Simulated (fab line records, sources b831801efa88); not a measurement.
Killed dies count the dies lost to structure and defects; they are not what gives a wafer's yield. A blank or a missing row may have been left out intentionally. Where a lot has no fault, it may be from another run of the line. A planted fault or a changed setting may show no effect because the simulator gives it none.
fab line records	flow sky130	part 1 of 2: steps 1 to 43 of 44
record: lots: 6	wafers: 18	last-day: 50
route steps=708 shown SONOS_TUNNEL@160 SONOS_ONO@168 GATE_OXIDE@187 PAD_OPEN@708
lots untouched by any fault: they come from a run of this same line in which no faults occurred
start-h: hours from the record's opening day to when the first of the lot's shown wafers began	wait-h: how many hours have passed since the lot's step before this one	" identical to the entry in the row above	L1.1+2: one row covering several wafers at once	- no value, or no start given	* or withheld: withheld	< > ~ a bound
route shown NAME@n: a module of which the file shows steps, and the number in the route of the first	usual: the fault-free wafers' mean and standard deviation	same: alike in all rows	chamber/n: place in a boat	sites: per-site readings	_std_site: standard deviation of those values	_edge_site: mean of outer sites minus mean of inner sites	radius-mm: how far each site lies from the wafer's centre	mask NAME#n: copy n	behind: tool/chamber where the wafer was last shaped	hold: cause of the lot's hold/its duration in hours/its outcome	device: which transistor (n, p or np) failed to switch	end of line: tests run on the same wafers once the route is complete	step lacking rows: just its recipe	killed: at the first sort, the dies lost to defects and structure; wafer yield is something else	map: per-die view of a wafer (x killed, . not killed, _ where there is no die)
set.NAME: the run value of the setting; set.NAME@STEP: its run value at that earlier step	model.NAME: the simulator's own value behind a step, which no gauge read
lots at some steps of the route; a table a step, a row a wafer
services: when a tool's chamber went out of use (start-h, in hours from the record's first day, below 0 if earlier), for how many hours, and the reason
== steps ==
step: SKY_SONOS_TUNNEL_DEVELOP_06
recipe: resist: NOVOLAK	developer: TMAH	develop-time-s: 60	dev-temp-c: 23
step: SKY_SONOS_TUNNEL_CD_MEAS_07
recipe: target-cd-nm: 410
usual: cd-nm: 409.8/2.1
lot.wafer	tool	chamber	start-h	wait-h	cd-nm
L323.2	cd-sem-01	-	238.23	0.1	410.2
L323.3	"	-	"	"	412.8
L323.5	"	-	"	"	411.6
L329.4	cd-sem-01	-	305.10	0.1	410.7
L329.5	"	-	"	"	408.2
L329.6	"	-	"	"	408.2
L333.1	cd-sem-02	-	333.86	0.1	410.8
L333.5	"	-	"	"	410.2
L333.6	"	-	"	"	413.4
L336.1	cd-sem-02	-	352.03	0.1	406.3
L336.3	"	-	"	"	405.6
L336.4	"	-	"	"	407.8
L346.1	cd-sem-01	-	436.52	0.1	413.2
L346.4	"	-	"	"	409.4
L346.5	"	-	"	"	410.5
L345.4	cd-sem-01	-	439.53	0.1	409.0
L345.5	"	-	"	"	408.7
L345.6	"	-	"	"	407.5
step: SKY_SONOS_TUNNEL_OVL_MEAS_08
usual: SONOS_TUNNEL_OVL: 0.6/1.4
lot.wafer	tool	chamber	start-h	wait-h	SONOS_TUNNEL_OVL[nm]
L323.2	overlay-02	-	238.34	0.1	0.9
L323.3	"	-	"	"	1.0
L323.5	"	-	"	"	0.5
L329.4	overlay-02	-	305.17	0.1	1.0
L329.5	"	-	"	"	2.4
L329.6	"	-	"	"	2.0
L333.1	overlay-01	-	333.98	0.1	0.6
L333.5	"	-	"	"	1.4
L333.6	"	-	"	"	-0.2
L336.1	overlay-01	-	352.15	0.1	-1.3
L336.3	"	-	"	"	-1.2
L336.4	"	-	"	"	1.4
L346.1	overlay-01	-	436.64	0.1	-1.9
L346.4	"	-	"	"	-1.1
L346.5	"	-	"	"	-1.2
L345.4	overlay-01	-	439.61	0.1	-1.2
L345.5	"	-	"	"	-1.6
L345.6	"	-	"	"	-1.3
step: SKY_SONOS_TUNNEL_IMPLANT_09
recipe: species: B	energy-kev: 20	dose-cm2: 1e+12	tilt-deg: withheld
step: SKY_SONOS_TUNNEL_WET_ETCH_10
recipe: chemistry: dHF	target-depth-nm: 14	target: SiO2	dilution: 100:1	temp-c: 25	time-s: 280
step: SKY_SONOS_TUNNEL_STRIP_11
recipe: chemistry: SPM	time-s: 600	temp-c: 130
step: SKY_SONOS_TUNNEL_TW_MEAS_12
usual: SONOS_TUNNEL_TW: 197.9/1.2
lot.wafer	tool	chamber	start-h	wait-h	SONOS_TUNNEL_TW
L323.2	film-metro-02	-	238.99	0.0	199.2
L323.3	"	-	"	"	199.2
L323.5	"	-	"	"	197.6
L329.4	film-metro-01	-	305.65	0.0	198.8
L329.5	"	-	"	"	198.1
L329.6	"	-	"	"	197.1
L333.1	film-metro-01	-	334.44	0.0	198.5
L333.5	"	-	"	"	197.9
L333.6	"	-	"	"	197.2
L336.1	film-metro-02	-	352.59	0.0	198.1
L336.3	"	-	"	"	199.1
L336.4	"	-	"	"	199.1
L346.1	film-metro-03	-	437.11	0.0	195.5
L346.4	"	-	"	"	195.1
L346.5	"	-	"	"	197.0
L345.4	film-metro-01	-	440.07	0.0	199.4
L345.5	"	-	"	"	200.2
L345.6	"	-	"	"	199.3
step: SKY_SONOS_TUNNEL_CLEAN_13
recipe: chemistry: dHF	time-s: 20	dilution: 100:1	dry: ipa-marangoni
step: SKY_SONOS_ONO_OXIDATION_00
recipe: temp-c: 800	ambient: O2	idle-temp-c: 700	ramp-up-c-per-min: 10	ramp-down-c-per-min: 3	stabilise-s: 600	purge-s: 300	target-thk-a: 26	ox-time-s: 1249
step: SKY_SONOS_ONO_THK_MEAS_01
recipe: reads: SiO2_of_SONOS_ONO_OXIDATION_00
usual: SONOS_ONO_OXIDATION_THK: 2.61/0.049
lot.wafer	tool	chamber	start-h	wait-h	SONOS_ONO_OXIDATION_THK[nm]
L323.2	film-metro-04	-	240.41	0.0	2.61
L323.3	"	-	"	"	2.57
L323.5	"	-	"	"	2.62
L329.4	film-metro-04	-	308.67	0.0	2.69
L329.5	"	-	"	"	2.58
L329.6	"	-	"	"	2.62
L333.1	film-metro-01	-	335.86	0.0	2.52
L333.5	"	-	"	"	2.57
L333.6	"	-	"	"	2.62
L336.1	film-metro-04	-	354.01	0.0	2.60
L336.3	"	-	"	"	2.57
L336.4	"	-	"	"	2.60
L346.1	film-metro-04	-	439.42	0.0	2.56
L346.4	"	-	"	"	2.62
L346.5	"	-	"	"	2.59
L345.4	film-metro-04	-	442.05	0.0	2.54
L345.5	"	-	"	"	2.54
L345.6	"	-	"	"	2.51
step: SKY_SONOS_ONO_CVD_02
recipe: material: Si3N4	precursor: DCS/NH3	target-thk-nm: 10.5	temp-c: 770	time-s: 180	pressure-mtorr: 250
step: SKY_SONOS_ONO_THK_MEAS_03
recipe: reads: Si3N4_of_SONOS_ONO_CVD_02
usual: SONOS_ONO_CVD_02_THK: 10.48/0.14
lot.wafer	tool	chamber	start-h	wait-h	SONOS_ONO_CVD_02_THK[nm]
L323.2	film-metro-04	-	241.52	0.0	10.26
L323.3	"	-	"	"	10.27
L323.5	"	-	"	"	10.27
L329.4	film-metro-01	-	311.43	0.0	10.51
L329.5	"	-	"	"	10.58
L329.6	"	-	"	"	10.63
L333.1	film-metro-03	-	337.60	0.0	10.45
L333.5	"	-	"	"	10.49
L333.6	"	-	"	"	10.43
L336.1	film-metro-04	-	356.25	0.0	10.49
L336.3	"	-	"	"	10.56
L336.4	"	-	"	"	10.53
L346.1	film-metro-01	-	442.69	0.0	10.38
L346.4	"	-	"	"	10.53
L346.5	"	-	"	"	10.46
L345.4	film-metro-03	-	443.77	0.0	10.25
L345.5	"	-	"	"	10.15
L345.6	"	-	"	"	10.32
step: SKY_SONOS_ONO_CVD_04
recipe: material: SiO2	precursor: SiH4/N2O	target-thk-nm: 5.7199	temp-c: 900	pressure-mtorr: 400
usual: pressure-mtorr: 400.1/0.75
lot.wafer	tool	chamber	start-h	wait-h	pressure-mtorr	model.SiO2_of_SONOS_ONO_CVD_04.thk-nm
L323.2	lpcvd-03	1	241.57	0.0	399.6	5.76
L323.3	"	1	"	"	399.7	5.662
L323.5	"	1	"	"	399.2	5.687
L329.4	lpcvd-03	0	311.46	0.0	399.3	5.767
L329.5	"	0	"	"	399.7	5.751
L329.6	"	0	"	"	399.3	5.697
L333.1	lpcvd-03	0	337.86	0.2	400.7	5.551
L333.5	"	0	"	"	400.4	5.484
L333.6	"	0	"	"	401.1	5.59
L336.1	lpcvd-03	0	356.31	0.1	398.9	5.666
L336.3	"	0	"	"	399.1	5.74
L336.4	"	0	"	"	399.4	5.677
L346.1	lpcvd-03	0	442.75	0.1	480.3	6.358
L346.4	"	0	"	"	481.5	6.358
L346.5	"	0	"	"	481.1	6.423
L345.4	lpcvd-03	0	444.63	0.8	480.7	6.294
L345.5	"	0	"	"	481.3	6.257
L345.6	"	0	"	"	481.8	6.339
step: SKY_SONOS_ONO_THK_MEAS_05
recipe: reads: SiO2_of_SONOS_ONO_CVD_04
usual: SONOS_ONO_CVD_04_THK: 5.67/0.12
lot.wafer	tool	chamber	start-h	wait-h	SONOS_ONO_CVD_04_THK[nm]
L323.2	film-metro-03	-	242.83	0.0	5.76
L323.3	"	-	"	"	5.73
L323.5	"	-	"	"	5.68
L329.4	film-metro-04	-	312.74	0.0	5.80
L329.5	"	-	"	"	5.82
L329.6	"	-	"	"	5.70
L333.1	film-metro-01	-	339.11	0.0	5.55
L333.5	"	-	"	"	5.47
L333.6	"	-	"	"	5.62
L336.1	film-metro-03	-	357.56	0.0	5.71
L336.3	"	-	"	"	5.69
L336.4	"	-	"	"	5.72
L346.1	film-metro-03	-	444.63	0.0	6.38
L346.4	"	-	"	"	6.34
L346.5	"	-	"	"	6.45
L345.4	film-metro-04	-	446.53	0.0	6.29
L345.5	"	-	"	"	6.26
L345.6	"	-	"	"	6.35
step: SKY_SONOS_ONO_DEHYDRATE_06
recipe: temp-c: 200	time-s: 60
step: SKY_SONOS_ONO_HMDS_07
recipe: prime-time-s: 60	prime-temp-c: 120
step: SKY_SONOS_ONO_COAT_08
recipe: resist: NOVOLAK	spin-rpm: 3000	resist-thk-nm: 1140
step: SKY_SONOS_ONO_SOFTBAKE_09
recipe: temp-c: 90	time-s: 60	resist: NOVOLAK
step: SKY_SONOS_ONO_EXPOSE_10
recipe: mask-id: ONOM	target-cd-nm: 410	na: 0.6	source-shape: conventional	sigma-outer: 0.6	dose-mj: 150
step: SKY_SONOS_ONO_PEB_11
recipe: temp-c: withheld	time-s: *	resist: NOVOLAK
step: SKY_SONOS_ONO_DEVELOP_12
recipe: develop-time-s: 60	dev-temp-c: 23
step: SKY_SONOS_ONO_CD_MEAS_13
recipe: target-cd-nm: 410
usual: cd-nm: 409.8/2.3
lot.wafer	tool	chamber	start-h	wait-h	cd-nm
L323.2	cd-sem-02	-	266.96	0.1	409.5
L323.3	"	-	"	"	408.8
L323.5	"	-	"	"	405.5
L329.4	cd-sem-01	-	339.05	0.1	410.9
L329.5	"	-	"	"	411.0
L329.6	"	-	"	"	411.4
L333.1	cd-sem-02	-	367.24	0.1	407.5
L333.5	"	-	"	"	406.3
L333.6	"	-	"	"	405.4
L336.1	cd-sem-01	-	385.09	0.1	410.6
L336.3	"	-	"	"	407.6
L336.4	"	-	"	"	412.5
L346.1	cd-sem-02	-	475.13	0.1	411.2
L346.4	"	-	"	"	409.0
L346.5	"	-	"	"	407.5
L345.4	cd-sem-01	-	476.74	0.1	409.4
L345.5	"	-	"	"	409.9
L345.6	"	-	"	"	411.2
step: SKY_SONOS_ONO_OVL_MEAS_14
usual: SONOS_ONO_OVL: -0.7/1.3
lot.wafer	tool	chamber	start-h	wait-h	SONOS_ONO_OVL[nm]
L323.2	overlay-02	-	267.06	0.1	-2.2
L323.3	"	-	"	"	-2.1
L323.5	"	-	"	"	-2.1
L329.4	overlay-01	-	339.12	0.1	1.2
L329.5	"	-	"	"	1.2
L329.6	"	-	"	"	0.2
L333.1	overlay-02	-	367.36	0.1	-0.5
L333.5	"	-	"	"	-0.1
L333.6	"	-	"	"	0.1
L336.1	overlay-01	-	385.21	0.1	0.7
L336.3	"	-	"	"	0.4
L336.4	"	-	"	"	-0.8
L346.1	overlay-01	-	475.25	0.1	-1.9
L346.4	"	-	"	"	-1.8
L346.5	"	-	"	"	-3.1
L345.4	overlay-01	-	476.82	0.1	-2.7
L345.5	"	-	"	"	-2.5
L345.6	"	-	"	"	-2.1
step: SKY_SONOS_ONO_ETCH_15
recipe: target-depth-nm: 19.52	chemistry: CHF3/O2	source-w: 600	bias-w: 200	pressure-mtorr: 40	chf3-flow-sccm: 50	O2_flow_sccm: 5	time-s: 7.8
usual: drypump-motor-current-A: 5.9/0.48	oes-product-au: 1.001/0.0073	throttle-valve-pct: 8.824/0.0093
lot.wafer	tool	chamber	start-h	wait-h	drypump-motor-current-A	oes-product-au	rf-hours-counter-h	throttle-valve-pct
L323.2	rie-diel-03	0	267.09	0.0	5.6	0.997	38	8.810
L323.3	"	3	"	"	5.4	0.996	102	8.819
L323.5	"	1	"	"	6.0	0.991	-	8.829
L329.4	rie-diel-03	2	339.14	0.0	6.6	1.009	1	8.814
L329.5	"	2	"	"	6.6	1.003	-	8.810
L329.6	"	3	"	"	5.4	1.003	-	8.832
L333.1	rie-diel-02	2	367.39	0.0	6.2	1.002	2	8.820
L333.5	"	3	"	"	5.7	1.007	-	8.816
L333.6	"	0	"	"	6.3	1.005	-	8.816
L336.1	rie-diel-03	3	385.24	0.0	5.4	1.005	104	8.814
L336.3	"	1	"	"	6.0	1.005	3	8.838
L336.4	"	3	"	"	5.4	1.003	-	8.833
L346.1	rie-diel-03	0	475.29	0.0	5.6	0.996	42	8.837
L346.4	"	0	"	"	5.6	1.002	-	8.826
L346.5	"	1	"	"	6.0	0.998	-	8.823
L345.4	rie-diel-01	0	476.84	0.0	4.8	0.988	12	8.825
L345.5	"	0	"	"	4.8	0.995	-	8.818
L345.6	"	1	"	"	6.1	0.999	-	8.827
step: SKY_SONOS_ONO_WET_ETCH_16
recipe: chemistry: dHF	target-depth-nm: 14	dry: n2-spin	target: SiO2	dilution: 100:1	temp-c: 25	time-s: 280
step: SKY_SONOS_ONO_STRIP_17
recipe: chemistry: O2/N2	power-w: 1400	pressure-mtorr: 1500	platen-temp-c: withheld	o2-flow-sccm: 3000	n2-flow-sccm: 300	overash-fraction: 0.5
usual: drypump-motor-current-A: 5.4/0.41	oes-product-au: 0.709/0.0044	strip-time-to-endpoint-s: 14.09/0.036
lot.wafer	tool	chamber	start-h	wait-h	drypump-motor-current-A	oes-product-au	rf-hours-counter-h	strip-time-to-endpoint-s
L323.2	plasma-asher-01	0	267.21	0.0	4.8	0.713	59	14.05
L323.3	"	0	"	"	4.8	0.707	-	14.08
L323.5	"	0	"	"	4.8	0.708	-	14.02
L329.4	plasma-asher-01	1	339.28	0.0	5.3	0.708	-	14.07
L329.5	"	0	"	"	4.8	0.711	-	14.08
L329.6	"	1	"	"	5.3	0.710	-	14.11
L333.1	plasma-asher-01	0	367.50	0.0	4.8	0.700	69	14.08
L333.5	"	1	"	"	5.3	0.706	-	14.07
L333.6	"	0	"	"	4.9	0.711	-	14.11
L336.1	plasma-asher-01	1	385.35	0.0	5.3	0.707	71	14.10
L336.3	"	1	"	"	5.3	0.708	-	14.10
L336.4	"	0	"	"	4.8	0.719	-	14.14
L346.1	plasma-asher-01	0	475.41	0.0	4.8	0.703	5	14.13
L346.4	"	0	"	"	4.8	0.709	-	14.10
L346.5	"	0	"	"	4.8	0.711	-	14.15
L345.4	plasma-asher-01	1	476.99	0.0	5.3	0.708	-	14.14
L345.5	"	1	"	"	5.3	0.703	-	14.15
L345.6	"	0	"	"	4.8	0.714	-	14.12
step: SKY_SONOS_ONO_WET_ETCH_18
recipe: chemistry: H3PO4	target-depth-nm: 15	target: Si3N4	temp-c: 160	time-s: 172
step: SKY_GATE_OXIDE_CLEAN_00
recipe: chemistry: SC1/SC2	mix: 1:4:20	temp-c: 70	time-s: 150	dry: n2-spin
step: SKY_GATE_OXIDE_OXIDATION_01
recipe: temp-c: 900	ambient: O2	stabilise-s: 600	purge-s: 300	target-thk-a: 102.68	ox-time-s: 1473
step: SKY_GATE_OXIDE_THK_MEAS_02
recipe: reads: SiO2_of_GATE_OXIDE_OXIDATION_01
usual: GATE_OXIDE_OXIDATION_00_THK: 10.42/0.19
lot.wafer	tool	chamber	start-h	wait-h	GATE_OXIDE_OXIDATION_00_THK[nm]
L323.2	film-metro-01	-	269.72	0.0	10.75
L323.3	"	-	"	"	10.72
L323.5	"	-	"	"	10.64
L329.4	film-metro-01	-	341.32	0.0	10.53
L329.5	"	-	"	"	10.49
L329.6	"	-	"	"	10.56
L333.1	film-metro-01	-	369.45	0.0	10.91
L333.5	"	-	"	"	10.63
L333.6	"	-	"	"	10.65
L336.1	film-metro-02	-	388.21	0.0	10.37
L336.3	"	-	"	"	10.46
L336.4	"	-	"	"	10.37
L346.1	film-metro-01	-	477.03	0.0	10.45
L346.4	"	-	"	"	10.34
L346.5	"	-	"	"	10.61
L345.4	film-metro-02	-	478.61	0.0	10.34
L345.5	"	-	"	"	10.40
L345.6	"	-	"	"	10.33
step: SKY_GATE_OXIDE_DEHYDRATE_03
recipe: temp-c: 200	time-s: 60
step: SKY_GATE_OXIDE_HMDS_04
recipe: prime-time-s: 60	prime-temp-c: 120
step: SKY_GATE_OXIDE_COAT_05
recipe: resist: NOVOLAK	spin-rpm: 3000	resist-thk-nm: 1140
step: SKY_GATE_OXIDE_SOFTBAKE_06
recipe: temp-c: 90	time-s: 60	resist: NOVOLAK
step: SKY_GATE_OXIDE_EXPOSE_07
recipe: mask-id: LVOM	na: 0.6	source-shape: conventional	sigma-outer: 0.6	polarization: unpolarized	target-cd-nm: 600	dose-mj: 170
step: SKY_GATE_OXIDE_PEB_08
recipe: temp-c: withheld	time-s: *	resist: NOVOLAK
step: SKY_GATE_OXIDE_DEVELOP_09
recipe: resist: NOVOLAK	developer: TMAH	develop-time-s: 60	dev-temp-c: 23
step: SKY_GATE_OXIDE_OVL_MEAS_10
usual: GATE_OXIDE_OVL: 0.0/1.6
lot.wafer	tool	chamber	start-h	wait-h	GATE_OXIDE_OVL[nm]
L323.2	overlay-02	-	293.89	0.1	1.8
L323.3	"	-	"	"	0.9
L323.5	"	-	"	"	2.5
L329.4	overlay-02	-	369.15	0.1	-2.1
L329.5	"	-	"	"	-1.2
L329.6	"	-	"	"	-2.0
L333.1	overlay-01	-	396.06	0.1	-0.8
L333.5	"	-	"	"	-0.3
L333.6	"	-	"	"	-0.8
L336.1	overlay-02	-	416.21	0.1	-0.9
L336.3	"	-	"	"	0.9
L336.4	"	-	"	"	-0.4
L346.1	overlay-01	-	507.03	0.1	1.3
L346.4	"	-	"	"	1.7
L346.5	"	-	"	"	1.1
L345.4	overlay-01	-	509.28	0.1	-0.1
L345.5	"	-	"	"	1.1
L345.6	"	-	"	"	-0.5
step: SKY_GATE_OXIDE_IMPLANT_11
recipe: species: B	energy-kev: 10	dose-cm2: 2.6e+12	tilt-deg: withheld
step: SKY_GATE_OXIDE_WET_ETCH_12
recipe: chemistry: dHF	target-depth-nm: 16.8	dry: n2-spin	target: SiO2	dilution: 100:1	temp-c: 25	time-s: 336
step: SKY_GATE_OXIDE_STRIP_13
recipe: chemistry: O2/N2	power-w: 1400	pressure-mtorr: 1500	platen-temp-c: withheld	o2-flow-sccm: 3000	n2-flow-sccm: 300	overash-fraction: 0.5
usual: drypump-motor-current-A: 5.4/0.46	oes-product-au: 0.716/0.0045	strip-time-to-endpoint-s: 14.19/0.035
lot.wafer	tool	chamber	start-h	wait-h	drypump-motor-current-A	oes-product-au	rf-hours-counter-h	strip-time-to-endpoint-s
L323.2	plasma-asher-04	0	294.18	0.0	6.1	0.718	61	14.19
L323.3	"	1	"	"	6.0	0.709	-	14.19
L323.5	"	0	"	"	6.1	0.715	-	14.18
L329.4	plasma-asher-01	0	369.46	0.0	4.8	0.721	-	14.24
L329.5	"	0	"	"	4.8	0.723	-	14.28
L329.6	"	1	"	"	5.3	0.706	-	14.26
L333.1	plasma-asher-02	1	396.35	0.0	5.6	0.713	28	14.19
L333.5	"	1	"	"	5.6	0.723	-	14.16
L333.6	"	0	"	"	5.0	0.724	-	14.20
L336.1	plasma-asher-01	0	416.51	0.0	4.8	0.712	74	14.22
L336.3	"	0	"	"	4.8	0.713	-	14.17
L336.4	"	1	"	"	5.3	0.716	-	14.20
L346.1	plasma-asher-02	1	507.32	0.0	5.6	0.720	40	14.16
L346.4	"	1	"	"	5.6	0.715	-	14.16
L346.5	"	1	"	"	5.6	0.722	-	14.17
L345.4	plasma-asher-02	0	509.58	0.0	4.9	0.721	-	14.19
L345.5	"	0	"	"	5.0	0.724	-	14.17
L345.6	"	1	"	"	5.6	0.719	-	14.20
step: SKY_GATE_OXIDE_TW_MEAS_14
usual: GATE_OXIDE_TW: 225.4/1.1
lot.wafer	tool	chamber	start-h	wait-h	GATE_OXIDE_TW
L323.2	film-metro-02	-	294.29	0.1	225.3
L323.3	"	-	"	"	224.6
L323.5	"	-	"	"	224.9
L329.4	film-metro-04	-	369.55	0.1	224.7
L329.5	"	-	"	"	225.8
L329.6	"	-	"	"	224.9
L333.1	film-metro-02	-	396.45	0.1	225.0
L333.5	"	-	"	"	225.8
L333.6	"	-	"	"	224.1
L336.1	film-metro-01	-	416.61	0.1	225.8
L336.3	"	-	"	"	225.5
L336.4	"	-	"	"	227.0
L346.1	film-metro-04	-	507.42	0.1	223.5
L346.4	"	-	"	"	224.4
L346.5	"	-	"	"	223.6
L345.4	film-metro-02	-	509.68	0.1	225.9
L345.5	"	-	"	"	224.5
L345.6	"	-	"	"	225.7
step: SKY_GATE_OXIDE_CLEAN_15
recipe: chemistry: SC1/SC2	mix: 1:4:20	temp-c: 70	time-s: 150	dry: n2-spin
lot.wafer	tool	chamber	start-h	wait-h	model.SiO2_of_SONOS_ONO_CVD_04.thk-nm
L323.2	wet-bench-04	1	294.34	0.0	4.251
L323.3	"	1	"	"	4.151
L323.5	"	1	"	"	4.179
L329.4	wet-bench-02	1	369.58	0.0	4.269
L329.5	"	1	"	"	4.247
L329.6	"	1	"	"	4.201
L333.1	wet-bench-02	3	396.51	0.1	4.052
L333.5	"	3	"	"	3.984
L333.6	"	3	"	"	4.092
L336.1	wet-bench-02	1	416.67	0.1	4.152
L336.3	"	1	"	"	4.23
L336.4	"	1	"	"	4.168
L346.1	wet-bench-04	3	507.48	0.1	4.853
L346.4	"	3	"	"	4.854
L346.5	"	3	"	"	4.919
L345.4	wet-bench-01	0	509.71	0.0	4.776
L345.5	"	0	"	"	4.739
L345.6	"	0	"	"	4.819
== key ==
first-sign: step: SKY_SONOS_ONO_CVD_04	reading: pressure-mtorr	direction: up	sigmas: 99+	usual: 400.1	struck: 481.1
effect: step: SKY_SONOS_ONO_THK_MEAS_05	reading: SONOS_ONO_CVD_04_THK	direction: up	sigmas: 5.4	usual: 5.67	struck: 6.35
model-effect: step: SKY_SONOS_ONO_CVD_04	value: SiO2_of_SONOS_ONO_CVD_04.thk-nm	without: 5.792	struck: 6.338
model-effect: step: SKY_GATE_OXIDE_CLEAN_15	value: SiO2_of_SONOS_ONO_CVD_04.thk-nm	without: 4.281	struck: 4.827
model-effect: step: SKY_PAD_OPEN_PROBE_99	value: etest.sonos-erased.drive-ua-um	without: 190.5	struck: 160.7
met-at SKY_SONOS_ONO_CVD_04
struck-wafers L345.4,L345.5,L345.6,L346.1,L346.4,L346.5
tester-left-out L345,L346
onset-between 356.31 442.75
fault: kind: process-parameter-drift	tool: lpcvd-03	chamber: -	onset-h: 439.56	steps: SKY_SONOS_ONO_CVD_04	channel: pressure-mtorr	offset: 80	shape: step	end-h: 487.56	stated: 400
tester-left-out: of these lots the tester's yield and bins aren't shown, on N5 and GAA mostly nor the transistor test; their killed dies are dies lost to structure and defects alone, not to doping, threshold or leakage, so they don't give the yield
